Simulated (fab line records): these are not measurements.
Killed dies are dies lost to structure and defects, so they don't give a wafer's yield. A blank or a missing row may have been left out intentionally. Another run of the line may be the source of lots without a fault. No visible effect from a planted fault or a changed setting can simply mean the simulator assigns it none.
What tool caused it?    flow sky130    14 lots, 42 wafers sampled, at 5 steps of a route of 708

## WHAT THE GAUGES READ, wafer by wafer
SKY_CONTACT_BOW_MEAS_05.
lot   measured      on            CONTACT_BOW (um)
L683  day 30 22:07  filmMetro-03  88 84 94
L685  day 31 11:58  filmMetro-03  81 82 85
L684  day 31 14:46  filmMetro-03  80 78 80
L686  day 31 21:26  filmMetro-03  79 84 79
L687  day 32 13:47  filmMetro-03  77 89 84
L689  day 32 19:34  filmMetro-02  78 66 74
L688  day 32 22:49  filmMetro-04  74 80 73
L690  day 33 05:32  filmMetro-04  79 76 73
L691  day 33 14:42  filmMetro-04  80 72 88
L692  day 33 20:49  filmMetro-02  83 74 85
L693  day 34 00:40  filmMetro-03  81 79 84
L695  day 34 21:24  filmMetro-03  83 70 78
L700  day 35 23:37  filmMetro-03  79 78 92
L701  day 36 08:39  filmMetro-04  89 83 105

SKY_METAL1_CD_MEAS_15: target cd 140 nm.
lot   measured      on        cdNm (nm)
L683  day 33 05:44  cdSem-02  142.4 140.3 141.3
L685  day 33 19:40  cdSem-01  139.9 140.4 141.5
L684  day 33 20:52  cdSem-01  139.9 140.3 140.3
L686  day 34 03:17  cdSem-02  139.8 138.5 138.8
L687  day 34 20:41  cdSem-01  143.3 143.8 142.1
L689  day 35 02:05  cdSem-02  140.2 140.2 140.1
L688  day 35 06:27  cdSem-01  137.4 138.9 139.1
L690  day 35 11:03  cdSem-01  141.0 140.6 141.9
L691  day 35 20:10  cdSem-01  141.8 140.0 140.3
L692  day 36 02:37  cdSem-01  138.0 137.2 137.6
L693  day 36 06:07  cdSem-02  138.1 137.1 137.1
L695  day 37 02:37  cdSem-02  140.2 141.7 142.3
L700  day 38 05:24  cdSem-02  22.2 61.7 97.7 21.7 61.6 98.1
L701  day 38 14:22  cdSem-01  62.1 69.2 68.3 62.0 69.3 68.9

## TOOL THAT RAN EACH LOT (tool first, then ch and the chambers of the sampled wafers, then the start)
lot   SKY_CONTACT_ETCH_16                SKY_METAL1_SPUTTER_01        SKY_METAL1_EXPOSE_12
L683  rieDiel-04 ch 1,2, day 32 01:52    pvdSputter-01, day 32 03:17  krfScanner-01 ch 0, day 32 15:50
L685  rieDiel-02 ch 0,1, day 32 14:25    pvdSputter-02, day 32 15:53  krfScanner-01 ch 0, day 33 06:53
L684  rieDiel-04 ch 0,2,3, day 32 16:41  pvdSputter-01, day 32 18:05  krfScanner-02 ch 0, day 33 08:38
L686  rieDiel-04 ch 0,1,2, day 32 23:58  pvdSputter-04, day 33 01:22  krfScanner-02 ch 0, day 33 15:02
L687  rieDiel-04 ch 0,3, day 33 16:46    pvdSputter-02, day 33 18:10  krfScanner-02 ch 0, day 34 07:26
L689  rieDiel-02 ch 0,1, day 33 22:14    pvdSputter-04, day 33 23:59  krfScanner-02 ch 0, day 34 13:41
L688  rieDiel-04 ch 0,1,3, day 34 02:10  pvdSputter-01, day 34 03:55  krfScanner-02 ch 0, day 34 17:18
L690  rieDiel-03 ch 1,2,3, day 34 07:13  pvdSputter-01, day 34 08:58  krfScanner-02 ch 0, day 34 22:24
L691  rieDiel-03 ch 0,1, day 34 17:05    pvdSputter-02, day 34 18:30  krfScanner-02 ch 0, day 35 08:19
L692  rieDiel-03 ch 0,1,3, day 34 23:19  pvdSputter-02, day 35 00:43  krfScanner-02 ch 0, day 35 13:55
L693  rieDiel-04 ch 1,2, day 35 02:58    pvdSputter-01, day 35 04:24  krfScanner-02 ch 0, day 35 17:43
L695  rieDiel-04 ch 0,1, day 35 23:23    pvdSputter-04, day 36 00:48  krfScanner-01 ch 0, day 36 14:00
L700  rieDiel-04 ch 0,3, day 37 01:17    pvdSputter-04, day 37 02:59  krfScanner-01 ch 0, day 37 16:38
L701  rieDiel-04 ch 0,1,2, day 37 11:37  pvdSputter-04, day 37 13:05  krfScanner-01 ch 0, day 38 02:49
- SKY_CONTACT_ETCH_16: etches BARC in N2/H2, stops on SiO2, time 45.9 s, target depth 60 nm.
- SKY_METAL1_SPUTTER_01: material TiN, target thk 20 nm, time 16.7 s.
- SKY_METAL1_EXPOSE_12: exposes mask MM1, target cd 140 nm.

## WHAT THE TOOLS THEMSELVES READ (means of the sampled wafers that have a number; where no wafer has one, the mark that the record gives instead)
SKY_CONTACT_ETCH_16.
lot   tool        drypumpMotorCurrentA (A)  oesProductAu (a.u.)  throttleValvePct (%)
L683  rieDiel-04  4.9                       0.853                13.220
L685  rieDiel-02  6.1                       0.853                13.229
L684  rieDiel-04  5.4                       0.851                13.222
L686  rieDiel-04  5.1                       0.853                13.235
L687  rieDiel-04  5.7                       0.853                13.218
L689  rieDiel-02  6.1                       0.854                13.229
L688  rieDiel-04  5.4                       0.854                13.223
L690  rieDiel-03  6.0                       0.854                13.217
L691  rieDiel-03  6.1                       0.856                13.220
L692  rieDiel-03  6.1                       0.849                13.229
L693  rieDiel-04  4.8                       0.856                13.219
L695  rieDiel-04  5.1                       0.859                13.219
L700  rieDiel-04  5.6                       0.854                13.227
L701  rieDiel-04  5.1                       0.853                13.224

SKY_METAL1_SPUTTER_01.
lot   tool           throttleValvePct (%)
L683  pvdSputter-01  29.1
L685  pvdSputter-02  30.1
L684  pvdSputter-01  29.5
L686  pvdSputter-04  30.2
L687  pvdSputter-02  29.3
L689  pvdSputter-04  31.0
L688  pvdSputter-01  29.7
L690  pvdSputter-01  29.4
L691  pvdSputter-02  30.0
L692  pvdSputter-02  28.7
L693  pvdSputter-01  29.7
L695  pvdSputter-04  31.2
L700  pvdSputter-04  31.0
L701  pvdSputter-04  30.8

SKY_METAL1_EXPOSE_12.
lot   tool           reticleTempC (C)
L683  krfScanner-01  23.06
L685  krfScanner-01  22.93
L684  krfScanner-02  23.04
L686  krfScanner-02  22.95
L687  krfScanner-02  22.90
L689  krfScanner-02  22.90
L688  krfScanner-02  23.04
L690  krfScanner-02  23.02
L691  krfScanner-02  23.01
L692  krfScanner-02  23.05
L693  krfScanner-02  23.14
L695  krfScanner-01  23.10
L700  krfScanner-01  23.04
L701  krfScanner-01  23.07

## THE ANSWER, worked out from the rows above alone
Rule: the usual values come from the lots themselves. Put in order of their means at a reading, lots are off if they are a third of the lots or fewer, leave a main group of 4 or more, and stand apart from it by a gap of 3 or more times the standard deviation of the main group's means; of several such gaps the widest counts. The tables above print the reading to a certain number of digits; a main group whose means all agree to those digits is not used. A lot without any number at a reading at which 4 lots or more have one is off too. Any other lot the step has rows for is counted as sound. First the gauges in route order, then the tools' own readings, where a lot's mean is used as printed above. At the first step where some lot is off, the reading lying furthest off is the one used; lots without a number count as furthest.
Off at SKY_METAL1_CD_MEAS_15 (cdNm): L700, L701. The main group: mean 140.1 nm, standard deviation 1.6.
If a tool, at a process step before that reading, ran all the lots that are off and no sound lot after the first of them, it fits. The gauges at SKY_METAL1_CD_MEAS_15 are tried like those tools. Can't be told from this: 3 tools fit, rieDiel-04 at SKY_CONTACT_ETCH_16, pvdSputter-04 at SKY_METAL1_SPUTTER_01, krfScanner-01 at SKY_METAL1_EXPOSE_12.

## WHAT THE SIMULATOR PUT IN
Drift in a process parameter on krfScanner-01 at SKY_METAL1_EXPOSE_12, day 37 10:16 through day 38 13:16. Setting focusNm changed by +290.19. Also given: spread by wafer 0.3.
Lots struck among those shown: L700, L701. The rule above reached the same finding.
